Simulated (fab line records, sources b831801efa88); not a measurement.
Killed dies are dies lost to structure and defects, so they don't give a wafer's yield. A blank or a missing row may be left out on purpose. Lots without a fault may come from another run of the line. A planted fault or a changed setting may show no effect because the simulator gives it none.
fab line records | flow gf180mcu | part 1 of 2: steps 1 to 25 of 35
record lots=5 wafers=15 last_day=33
route steps=602 shown CONTACT@294 M1@315
lots that met no fault: from a run of the same line without faults
start_h: hours from the record's first day to the start of the lot's first wafer shown | wait_h: hours since the lot's step before | " the same as in the row above | L1.1+2: a row that stands for several wafers | - no value, or no start given | * or withheld: withheld | < > ~ a bound
route shown NAME@n: a module of which the file shows steps, and the number in the route of the first | usual: mean/standard deviation of fault-free wafers | same: alike in all rows | chamber/n: place in a boat | sites: the reading at each site | _std_site: their standard deviation | _edge_site: outer sites' mean less inner sites' | radius_mm: how far each site lies from the wafer's centre | mask NAME#n: copy n | behind: the tool/chamber that last shaped the wafer | hold: why the lot was held/for how many hours/how that ended | device: the transistor (n, p or np) that didn't switch | end of line: the same wafers' tests at the end of the route | a step without rows: its recipe alone | killed: dies lost to structure and defects at the first sort, not the wafer's yield | map: a wafer's dies, x killed, . not, _ none there
set.NAME: the setting as run; set.NAME@STEP: as run at that earlier step | model.NAME: the simulator's own value behind a step, which no gauge read
lots at some steps of the route; a table a step, a row a wafer
services: from which hour (start_h, from the record's first day; less than 0 if before it) a tool's chamber was out of use, for how many hours, and why
## steps
# step GF_CONTACT_HMDS_07
# recipe prime_time_s=60 prime_temp_c=120
# usual chill_plate_temp_C=22.99/0.1
# columns lot.wafer tool chamber start_h wait_h chill_plate_temp_C
L075.1 litho_track-04 0 361.20 0.1 22.92
L075.2 " 0 " " 22.90
L075.4 " 0 " " 22.70
L078.1 litho_track-01 0 382.80 0.1 22.91
L078.4 " 0 " " 23.06
L078.5 " 0 " " 23.06
L082.1 litho_track-04 0 413.95 0.1 23.08
L082.4 " 0 " " 23.10
L082.5 " 0 " " 23.15
L092.2 litho_track-04 0 504.72 0.1 22.83
L092.5 " 0 " " 23.12
L092.6 " 0 " " 22.91
L094.3 litho_track-01 0 526.25 0.1 22.99
L094.4 " 0 " " 23.08
L094.5 " 0 " " 23.02
# step GF_CONTACT_COAT_08
# recipe resist=BARC temp_c=withheld time_s=withheld spin_rpm=withheld resist_thk_nm=withheld
# usual chill_plate_temp_C=*
# columns lot.wafer tool chamber start_h wait_h chill_plate_temp_C
L075.1 litho_track-04 0 361.35 0.1 *
L075.2 " 0 " " *
L075.4 " 0 " " *
L078.1 litho_track-01 0 382.95 0.1 *
L078.4 " 0 " " *
L078.5 " 0 " " *
L082.1 litho_track-04 0 414.10 0.1 *
L082.4 " 0 " " *
L082.5 " 0 " " *
L092.2 litho_track-04 0 504.87 0.1 *
L092.5 " 0 " " *
L092.6 " 0 " " *
L094.3 litho_track-01 0 526.40 0.1 *
L094.4 " 0 " " *
L094.5 " 0 " " *
# step GF_CONTACT_COAT_09
# recipe resist=KrF spin_rpm=withheld resist_thk_nm=1000
# usual chill_plate_temp_C=22.99/0.12
# columns lot.wafer tool chamber start_h wait_h chill_plate_temp_C
L075.1 litho_track-04 0 - - 23.06
L075.2 " 0 " " 23.31
L075.4 " 0 " " 23.06
L078.1 litho_track-01 0 - - 23.25
L078.4 " 0 " " 23.02
L078.5 " 0 " " 23.18
L082.1 litho_track-04 0 - - 23.03
L082.4 " 0 " " 23.01
L082.5 " 0 " " 22.97
L092.2 litho_track-04 0 - - 23.00
L092.5 " 0 " " 22.93
L092.6 " 0 " " 22.88
L094.3 litho_track-01 0 - - 23.04
L094.4 " 0 " " 23.00
L094.5 " 0 " " 23.11
# step GF_CONTACT_SOFTBAKE_10
# recipe temp_c=131 time_s=60 resist=KrF
# usual chill_plate_temp_C=22.97/0.1
# same time_s=60
# columns lot.wafer tool chamber start_h wait_h chill_plate_temp_C
L075.1 litho_track-04 0 - - 22.84
L075.2 " 0 " " 22.85
L075.4 " 0 " " 23.04
L078.1 litho_track-01 0 - - 23.16
L078.4 " 0 " " 23.03
L078.5 " 0 " " 23.06
L082.1 litho_track-04 0 - - 22.92
L082.4 " 0 " " 22.71
L082.5 " 0 " " 22.95
L092.2 litho_track-04 0 - - 23.06
L092.5 " 0 " " 22.99
L092.6 " 0 " " 22.97
L094.3 litho_track-01 0 - - 22.85
L094.4 " 0 " " 22.98
L094.5 " 0 " " 22.90
# step GF_CONTACT_EXPOSE_11
# recipe mask_id=Contact target_cd_nm=220 na=0.68 source_shape=conventional sigma_outer=0.6 dose_mj=38
# same na=0.68
# columns lot.wafer tool chamber start_h wait_h mask
L075.1+2+4 krf_scanner-02 0 - - Contact#0
L078.1+4+5 krf_scanner-02 0 - - Contact#0
L082.1+4+5 krf_scanner-01 0 - - Contact#0
L092.2+5+6 krf_scanner-02 0 - - Contact#0
L094.3+4+5 krf_scanner-02 0 - - Contact#0
# step GF_CONTACT_PEB_12
# recipe peb_temp_c=135 peb_time_s=90 resist=KrF
# usual chill_plate_temp_C=22.98/0.1
# columns lot.wafer tool chamber start_h wait_h chill_plate_temp_C
L075.1 litho_track-03 0 - - 22.94
L075.2 " 0 " " 22.91
L075.4 " 0 " " 23.03
L078.1 litho_track-03 0 - - 22.97
L078.4 " 0 " " 22.85
L078.5 " 0 " " 22.98
L082.1 litho_track-04 0 - - 22.93
L082.4 " 0 " " 22.89
L082.5 " 0 " " 22.82
L092.2 litho_track-04 0 - - 23.19
L092.5 " 0 " " 23.00
L092.6 " 0 " " 22.99
L094.3 litho_track-04 0 - - 22.85
L094.4 " 0 " " 22.80
L094.5 " 0 " " 22.79
# step GF_CONTACT_DEVELOP_13
# recipe develop_time_s=60 resist=KrF dev_temp_c=21
# usual chill_plate_temp_C=23.04/0.1
# columns lot.wafer tool chamber start_h wait_h chill_plate_temp_C
L075.1 litho_track-03 0 371.82 0.2 23.18
L075.2 " 0 " " 23.07
L075.4 " 0 " " 23.17
L078.1 litho_track-03 0 394.52 0.2 22.89
L078.4 " 0 " " 22.91
L078.5 " 0 " " 23.05
L082.1 litho_track-04 0 426.25 0.2 23.08
L082.4 " 0 " " 23.01
L082.5 " 0 " " 22.98
L092.2 litho_track-04 0 516.42 0.2 23.18
L092.5 " 0 " " 23.09
L092.6 " 0 " " 22.99
L094.3 litho_track-04 0 537.25 0.1 23.12
L094.4 " 0 " " 23.11
L094.5 " 0 " " 23.03
# step GF_CONTACT_CD_MEAS_14
# recipe target_cd_nm=220
# usual cd_nm=220.3/1.2
# columns lot.wafer tool chamber start_h wait_h cd_nm
L075.1 cd_sem-01 - 371.97 0.1 220.3
L075.2 " - " " 220.5
L075.4 " - " " 220.5
L078.1 cd_sem-02 - 394.67 0.1 221.2
L078.4 " - " " 220.8
L078.5 " - " " 220.8
L082.1 cd_sem-02 - 426.40 0.1 218.1
L082.4 " - " " 218.8
L082.5 " - " " 219.0
L092.2 cd_sem-02 - 516.57 0.1 222.1
L092.5 " - " " 221.4
L092.6 " - " " 219.0
L094.3 cd_sem-02 - 537.39 0.1 219.7
L094.4 " - " " 219.6
L094.5 " - " " 219.8
# step GF_CONTACT_OVL_MEAS_15
# usual CONTACT_OVL=3/5.6
# columns lot.wafer tool chamber start_h wait_h CONTACT_OVL[nm]
L075.1 overlay-01 - 372.09 0.1 2
L075.2 " - " " 6
L075.4 " - " " 9
L078.1 overlay-02 - 394.79 0.1 4
L078.4 " - " " 3
L078.5 " - " " -2
L082.1 overlay-02 - 426.52 0.1 4
L082.4 " - " " 6
L082.5 " - " " 6
L092.2 overlay-02 - 516.67 0.1 5
L092.5 " - " " 3
L092.6 " - " " 11
L094.3 overlay-02 - 537.48 0.1 -6
L094.4 " - " " -4
L094.5 " - " " -9
# step GF_CONTACT_ETCH_16
# recipe chemistry=N2/H2 target_depth_a=withheld overetch_a=withheld time_s=withheld target=BARC ion_energy_ev=200 source_w=500 bias_w=100 pressure_mtorr=30 n2_flow_sccm=100 h2_flow_sccm=200
# usual drypump_motor_current_A=5.6/0.37 oes_product_au=0.855/0.0051 rf_fwd_power_W=495.3/2.3 throttle_valve_pct=13.225/0.0093
# columns lot.wafer tool chamber start_h wait_h drypump_motor_current_A oes_product_au rf_fwd_power_W throttle_valve_pct
L075.1 rie_diel-03 1 372.12 0.0 5.5 0.855 490.5 13.220
L075.2 " 0 " " 4.8 0.863 497.5 13.222
L075.4 " 2 " " 5.6 0.850 494.7 13.224
L078.1 rie_diel-03 0 394.82 0.0 4.8 0.853 494.9 13.233
L078.4 " 2 " " 5.6 0.853 497.6 13.231
L078.5 " 3 " " 5.7 0.858 494.6 13.244
L082.1 rie_diel-03 0 426.55 0.0 4.8 0.858 496.3 13.216
L082.4 " 2 " " 5.6 0.859 495.6 13.232
L082.5 " 1 " " 5.4 0.863 491.6 13.210
L092.2 rie_diel-04 3 516.70 0.0 5.4 0.857 495.7 13.221
L092.5 " 1 " " 5.7 0.853 496.2 13.222
L092.6 " 0 " " 5.8 0.858 498.4 13.215
L094.3 rie_diel-02 2 537.50 0.0 6.5 0.858 493.0 13.222
L094.4 " 0 " " 5.5 0.854 494.8 13.227
L094.5 " 1 " " 5.8 0.852 496.4 13.226
# step GF_CONTACT_ETCH_17
# recipe chemistry=C4F8/O2/Ar mask_material=KrF target=SiO2 stop_on=CoSi2 source_w=1500 bias_w=1200 pressure_mtorr=40 c4f8_flow_sccm=withheld O2_flow_sccm=6 Ar_flow_sccm=300 time_s=withheld target_depth_a=8600
# usual oes_product_au=0.815/0.0054 rf_fwd_power_W=1495/5.4
# columns lot.wafer tool chamber start_h wait_h oes_product_au rf_fwd_power_W
L075.1 rie_diel-03 1 - - 0.817 1491
L075.2 " 0 " " 0.819 1487
L075.4 " 2 " " 0.812 1503
L078.1 rie_diel-03 0 - - 0.806 1497
L078.4 " 2 " " 0.814 1498
L078.5 " 3 " " 0.822 1492
L082.1 rie_diel-03 0 - - 0.820 1506
L082.4 " 2 " " 0.815 1499
L082.5 " 1 " " 0.819 1498
L092.2 rie_diel-04 3 - - 0.821 1502
L092.5 " 1 " " 0.815 1495
L092.6 " 0 " " 0.817 1493
L094.3 rie_diel-02 2 - - 0.809 1488
L094.4 " 0 " " 0.818 1490
L094.5 " 1 " " 0.827 1486
# step GF_CONTACT_STRIP_18
# recipe chemistry=O2/N2 power_w=1400 pressure_mtorr=1500 platen_temp_c=250 o2_flow_sccm=3000 n2_flow_sccm=300 overash_fraction=0.5
# usual drypump_motor_current_A=5.5/0.48 heater_power_w=328/19 oes_product_au=0.579/0.0052 platen_temp_c=250.00/0.2
# columns lot.wafer tool chamber start_h wait_h drypump_motor_current_A heater_power_w oes_product_au platen_temp_c rf_hours_counter_h
L075.1 plasma_asher-01 0 372.29 - 5.6 307 0.582 249.85 62
L075.2 " 1 " " 4.9 338 0.570 250.08 62
L075.4 " 0 " " 5.6 306 0.574 249.94 -
L078.1 plasma_asher-01 1 394.99 - 4.9 342 0.579 249.91 64
L078.4 " 1 " " 4.9 345 0.589 249.89 -
L078.5 " 1 " " 5.0 343 0.586 250.07 -
L082.1 plasma_asher-01 0 426.72 - 5.6 312 0.577 250.12 68
L082.4 " 1 " " 5.0 341 0.575 250.10 -
L082.5 " 1 " " 5.0 336 0.582 249.82 -
L092.2 plasma_asher-01 0 516.87 - 5.6 299 0.578 250.08 77
L092.5 " 1 " " 4.9 340 0.576 250.14 -
L092.6 " 0 " " 5.6 311 0.584 250.19 -
L094.3 plasma_asher-01 0 537.70 - 5.6 306 0.577 250.01 -
L094.4 " 1 " " 5.0 343 0.571 250.17 -
L094.5 " 0 " " 5.6 305 0.579 250.10 -
# step GF_CONTACT_CLEAN_19
# recipe chemistry=SPM
# columns lot.wafer tool chamber start_h wait_h
L075.1+2+4 wet_bench-02 3 372.39 0.1
L078.1+4+5 wet_bench-04 2 395.09 0.1
L082.1+4+5 wet_bench-02 2 426.82 0.1
L092.2+5+6 wet_bench-04 2 516.97 0.1
L094.3+4+5 wet_bench-01 1 537.77 0.0
# step GF_CONTACT_CLEAN_20
# recipe chemistry=DIW
# columns lot.wafer tool chamber start_h wait_h
L075.1+2+4 wet_bench-01 3 372.48 0.0
L078.1+4+5 wet_bench-02 1 395.18 0.0
L082.1+4+5 wet_bench-04 0 426.91 0.0
L092.2+5+6 wet_bench-02 3 517.06 0.0
L094.3+4+5 wet_bench-01 3 537.86 0.0
# step GF_CONTACT_CLEAN_21
# recipe chemistry=dHF time_s=20 dilution=100:1 dry=ipa_marangoni
# same time_s=20
# columns lot.wafer tool chamber start_h wait_h
L075.1+2+4 wet_bench-04 2 372.57 0.0
L078.1+4+5 wet_bench-04 2 395.27 0.0
L082.1+4+5 wet_bench-02 0 427.00 0.0
L092.2+5+6 wet_bench-01 0 517.16 0.0
L094.3+4+5 wet_bench-04 1 537.95 0.0
# step GF_CONTACT_SPUTTER_22
# recipe material=Ti target_thk_nm=15 chamber_pressure_pa=5 power_w=2500 substrate_temp_c=200 time_s=80.02
# usual throttle_valve_pct=29.8/1
# same time_s=80.02
# columns lot.wafer tool chamber start_h wait_h throttle_valve_pct
L075.1 pvd_sputter-04 - 372.58 0.0 29.9
L075.2 " - " " 28.8
L075.4 " - " " 28.7
L078.1 pvd_sputter-04 - 395.28 0.0 29.5
L078.4 " - " " 28.9
L078.5 " - " " 28.9
L082.1 pvd_sputter-01 - 427.01 0.0 29.6
L082.4 " - " " 30.6
L082.5 " - " " 29.3
L092.2 pvd_sputter-04 - 517.17 0.0 29.8
L092.5 " - " " 28.9
L092.6 " - " " 29.6
L094.3 pvd_sputter-03 - 537.96 0.0 31.7
L094.4 " - " " 29.6
L094.5 " - " " 31.6
# step GF_CONTACT_SPUTTER_23
# recipe material=TiN target_thk_nm=10 chamber_pressure_pa=5 power_w=4000 time_s=40
# usual throttle_valve_pct=29.8/1.1
# same time_s=40
# columns lot.wafer tool chamber start_h wait_h throttle_valve_pct
L075.1 pvd_sputter-04 - 372.65 0.0 29.5
L075.2 " - " " 28.7
L075.4 " - " " 28.9
L078.1 pvd_sputter-04 - 395.34 0.0 29.8
L078.4 " - " " 28.5
L078.5 " - " " 28.6
L082.1 pvd_sputter-01 - 427.08 0.0 29.5
L082.4 " - " " 30.9
L082.5 " - " " 29.4
L092.2 pvd_sputter-04 - 517.24 0.0 29.5
L092.5 " - " " 28.7
L092.6 " - " " 29.6
L094.3 pvd_sputter-03 - 538.02 0.0 31.5
L094.4 " - " " 29.7
L094.5 " - " " 31.9
# step GF_CONTACT_CVD_24
# recipe material=W target_thk_nm=300 time_s=90.339 temp_c=400 pressure_torr=40
# usual heater_power_w=832/55
# same time_s=90.339
# columns lot.wafer tool chamber start_h wait_h heater_power_w
L075.1 cvd_w-01 0 372.68 0.0 797
L075.2 " 1 " " 898
L075.4 " 1 " " 927
L078.1 cvd_w-01 0 395.38 0.0 787
L078.4 " 1 " " 906
L078.5 " 0 " " 817
L082.1 cvd_w-01 0 427.11 0.0 807
L082.4 " 0 " " 789
L082.5 " 0 " " 797
L092.2 cvd_w-02 0 517.29 0.0 789
L092.5 " 0 " " 813
L092.6 " 1 " " 840
L094.3 cvd_w-02 0 538.10 0.1 807
L094.4 " 1 " " 813
L094.5 " 1 " " 819
# step GF_CONTACT_RS_MEAS_25
# recipe thk_meas_gauge=four-point-probe reads=W_of_CONTACT_CVD_24+TiN_of_CONTACT_SPUTTER_23+Ti_of_CONTACT_SPUTTER_22
# usual CONTACT_W_RS=0.383/0.0033
# columns lot.wafer tool chamber start_h wait_h CONTACT_W_RS[ohm/sq]
L075.1 film_metro-04 - 372.78 0.1 0.386
L075.2 " - " " 0.384
L075.4 " - " " 0.383
L078.1 film_metro-04 - 395.48 0.1 0.386
L078.4 " - " " 0.385
L078.5 " - " " 0.387
L082.1 film_metro-04 - 427.22 0.1 0.389
L082.4 " - " " 0.391
L082.5 " - " " 0.390
L092.2 film_metro-02 - 517.41 0.1 0.384
L092.5 " - " " 0.387
L092.6 " - " " 0.383
L094.3 film_metro-02 - 538.20 0.1 0.380
L094.4 " - " " 0.382
L094.5 " - " " 0.381
# step GF_CONTACT_THK_MEAS_26
# recipe thk_meas_gauge=xrf reads=W_of_CONTACT_CVD_24
# usual CONTACT_W_THK=295/3.6
# columns lot.wafer tool chamber start_h wait_h CONTACT_W_THK[nm]
L075.1 film_metro-04 - 372.90 0.1 292
L075.2 " - " " 292
L075.4 " - " " 293
L078.1 film_metro-04 - 395.60 0.1 289
L078.4 " - " " 290
L078.5 " - " " 289
L082.1 film_metro-04 - 427.34 0.1 291
L082.4 " - " " 289
L082.5 " - " " 290
L092.2 film_metro-02 - 517.52 0.1 294
L092.5 " - " " 293
L092.6 " - " " 294
L094.3 film_metro-02 - 538.30 0.1 302
L094.4 " - " " 298
L094.5 " - " " 299
# step GF_CONTACT_CMP_27
# recipe stop_on=SiO2 down_force_psi=3.5 platen_rpm=60 t_overpolish_s=15 target_thk_nm=0 pad_velocity_m_s=0.94248
# usual motor_current_A=11.3/0.98 overpolish_run_s=15.001/0.0093 slurry_flow_ml_min=150.0/0.48 time_to_endpoint_s=72.6/2.6
# same t_overpolish_s=15
# columns lot.wafer tool chamber start_h wait_h motor_current_A overpolish_run_s slurry_flow_ml_min time_to_endpoint_s
L075.1 cmp-01 1 372.96 0.1 11.9 14.991 150.9 74.3
L075.4 " 2 " " 12.6 15.025 149.5 73.0
L075.2 " 0 " " 10.9 14.988 149.7 75.1
L078.4 cmp-01 3 395.66 0.0 10.7 15.004 150.4 67.2
L078.1 " 2 " " 13.0 15.000 149.5 70.7
L078.5 " 3 " " 10.4 15.001 150.5 68.2
L082.1 cmp-01 2 427.50 0.1 12.6 15.014 150.0 67.4
L082.4 " 3 " " 11.2 15.014 150.5 66.4
L082.5 " 1 " " 11.4 14.999 150.4 67.9
L092.2 cmp-02 2 517.57 0.0 11.2 14.987 150.4 68.9
L092.6 " 2 " " 10.8 15.004 150.3 69.8
L092.5 " 3 " " 13.4 15.012 150.5 67.0
L094.3 cmp-01 2 538.39 0.1 12.4 14.993 150.3 76.4
L094.4 " 0 " " 11.2 15.007 150.3 76.8
L094.5 " 1 " " 11.3 15.011 149.8 73.9
# step GF_M1_SPUTTER_00
# recipe material=Ti target_thk_nm=37.5 arriving_ion_energy_ev=80 substrate_temp_c=200 chamber_pressure_pa=2 power_w=4000 time_s=150
# usual throttle_valve_pct=30.1/1.3
# same time_s=150
# columns lot.wafer tool chamber start_h wait_h throttle_valve_pct
L075.1 pvd_sputter-02 - 373.26 0.2 31.2
L075.2 " - " " 29.6
L075.4 " - " " 32.9
L078.1 pvd_sputter-02 - 395.96 0.1 29.6
L078.4 " - " " 33.1
L078.5 " - " " 31.3
L082.1 pvd_sputter-02 - 427.70 0.1 31.3
L082.4 " - " " 29.6
L082.5 " - " " 29.6
L092.2 pvd_sputter-02 - 517.87 0.2 32.9
L092.5 " - " " 29.7
L092.6 " - " " 31.3
L094.3 pvd_sputter-02 - 538.64 0.2 31.0
L094.4 " - " " 29.5
L094.5 " - " " 31.2
# step GF_M1_SPUTTER_01
# recipe material=TiN target_thk_nm=30 power_w=6500 time_s=25 chamber_pressure_pa=0.4
# usual throttle_valve_pct=30.2/1.3
# same time_s=25
# columns lot.wafer tool chamber start_h wait_h throttle_valve_pct
L075.1 pvd_sputter-02 - 373.36 0.1 31.1
L075.2 " - " " 29.6
L075.4 " - " " 33.0
L078.1 pvd_sputter-02 - 396.06 0.1 29.5
L078.4 " - " " 33.1
L078.5 " - " " 31.0
L082.1 pvd_sputter-02 - 427.80 0.1 31.2
L082.4 " - " " 29.7
L082.5 " - " " 29.6
L092.2 pvd_sputter-02 - 517.97 0.1 32.9
L092.5 " - " " 29.8
L092.6 " - " " 31.2
L094.3 pvd_sputter-02 - 538.74 0.1 31.2
L094.4 " - " " 29.5
L094.5 " - " " 31.0
# step GF_M1_SPUTTER_02
# recipe material=AlCu target_thk_nm=450 power_w=10600 time_s=23.9 chamber_pressure_pa=0.4
# usual throttle_valve_pct=30.1/1.3
# same time_s=23.9
# columns lot.wafer tool chamber start_h wait_h throttle_valve_pct
L075.1 pvd_sputter-02 - 373.40 0.0 31.2
L075.2 " - " " 29.5
L075.4 " - " " 32.9
L078.1 pvd_sputter-02 - 396.09 0.0 29.4
L078.4 " - " " 33.1
L078.5 " - " " 31.2
L082.1 pvd_sputter-02 - 427.83 0.0 31.1
L082.4 " - " " 29.8
L082.5 " - " " 29.9
L092.2 pvd_sputter-02 - 518.00 0.0 33.2
L092.5 " - " " 29.7
L092.6 " - " " 31.1
L094.3 pvd_sputter-02 - 538.77 0.0 31.1
L094.4 " - " " 29.8
L094.5 " - " " 31.3
# step GF_M1_SPUTTER_03
# recipe material=Ti target_thk_nm=10 substrate_temp_c=300 chamber_pressure_pa=0.3 power_w=3000 time_s=6.7
# usual throttle_valve_pct=30.2/1.3
# same time_s=6.7
# columns lot.wafer tool chamber start_h wait_h throttle_valve_pct
L075.1 pvd_sputter-02 - 373.42 0.0 31.4
L075.2 " - " " 29.7
L075.4 " - " " 33.0
L078.1 pvd_sputter-02 - 396.12 0.0 29.5
L078.4 " - " " 32.9
L078.5 " - " " 31.3
L082.1 pvd_sputter-02 - 427.86 0.0 31.1
L082.4 " - " " 29.6
L082.5 " - " " 29.5
L092.2 pvd_sputter-02 - 518.03 0.0 32.9
L092.5 " - " " 29.8
L092.6 " - " " 30.9
L094.3 pvd_sputter-02 - 538.80 0.0 31.5
L094.4 " - " " 29.7
L094.5 " - " " 31.6
